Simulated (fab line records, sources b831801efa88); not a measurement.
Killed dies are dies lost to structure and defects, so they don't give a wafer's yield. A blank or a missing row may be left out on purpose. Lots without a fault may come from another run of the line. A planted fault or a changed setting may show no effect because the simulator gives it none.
A struck lot beside a sound one | flow sky130 | 14 steps out of a route of 708
Sound: wafers L595.2, L595.4, L595.5. Struck: wafers L588.1, L588.2, L588.6. The cause comes at the end.
At each step with rows: each side's tool, then ch and its chambers, then its first start. Under that, the readings that differ: sound wafers | struck wafers | difference of the means | sigmas: that difference in standard deviations of wafers without a fault.
alike: readings whose means differ by less than 2 such deviations, and words and numbers that are the same on both sides. not compared: withheld readings, readings that some wafer has no value for, bounds like >300 that may hide the same value, and numbers for which the record gives no deviation and whose values overlap.
The two part at a step that has a row with sigmas, a row that says differs or no value, or rows on one side only. Numbers that don't overlap but have no deviation are shown without sigmas and don't part them. A reading that every wafer of one side lacks parts them only if that side has two wafers or more.

SKY_METAL1_SPUTTER_01: material TiN, target thk 20 nm, time 16.7 s.
  sound on pvd_sputter-04, day 38 16:01; struck on pvd_sputter-04, day 36 14:55
  alike: throttle_valve_pct
SKY_METAL1_SPUTTER_02: material AlCu, target thk 250 nm, time 13.3 s.
  sound on pvd_sputter-04, day 38 16:02; struck on pvd_sputter-04, day 36 14:56
  alike: throttle_valve_pct
SKY_METAL1_SPUTTER_03: material Ti, target thk 5 nm, time 3.3 s.
  sound on pvd_sputter-04, day 38 16:04; struck on pvd_sputter-04, day 36 14:58
  alike: throttle_valve_pct
SKY_METAL1_SPUTTER_04: material TiN, target thk 70 nm, time 58.3 s.
  sound on pvd_sputter-04, day 38 16:05; struck on pvd_sputter-04, day 36 14:59
  alike: throttle_valve_pct
SKY_METAL1_RS_MEAS_05: measures by four-point-probe.
  sound on film_metro-03, day 38 16:09; struck on film_metro-02, day 36 15:02
  alike: METAL1_ALCU_RS
SKY_METAL1_THK_MEAS_06: measures by xrf.
  sound on film_metro-03, day 38 16:16; struck on film_metro-02, day 36 15:09
  alike: METAL1_ALCU_THK
then, 6 steps without rows for these wafers: SKY_METAL1_DEHYDRATE_07 (time 60 s); SKY_METAL1_HMDS_08 (prime time 60 s); SKY_METAL1_COAT_09 (resist thk 60 nm); SKY_METAL1_COAT_10 (resist thk 450 nm); SKY_METAL1_SOFTBAKE_11 (time 90 s); SKY_METAL1_EXPOSE_12 (exposes mask MM1, target cd 140 nm).
SKY_METAL1_PEB_13:
  sound on litho_track-01 ch 0, day 39 17:00; struck on litho_track-01, day 37 16:00
  reading         | sound          | struck | difference                    | sigmas
  exhaust_pa (Pa) | 44.7 44.8 47.1 | - - -  | no value on the struck wafers |
  not compared: chill_plate_temp_C
then, 1 step without rows for these wafers: SKY_METAL1_DEVELOP_14 (develop time 60 s).

WHERE THEY PART
Only at SKY_METAL1_PEB_13, within this record.

WHY: what the simulator had put in
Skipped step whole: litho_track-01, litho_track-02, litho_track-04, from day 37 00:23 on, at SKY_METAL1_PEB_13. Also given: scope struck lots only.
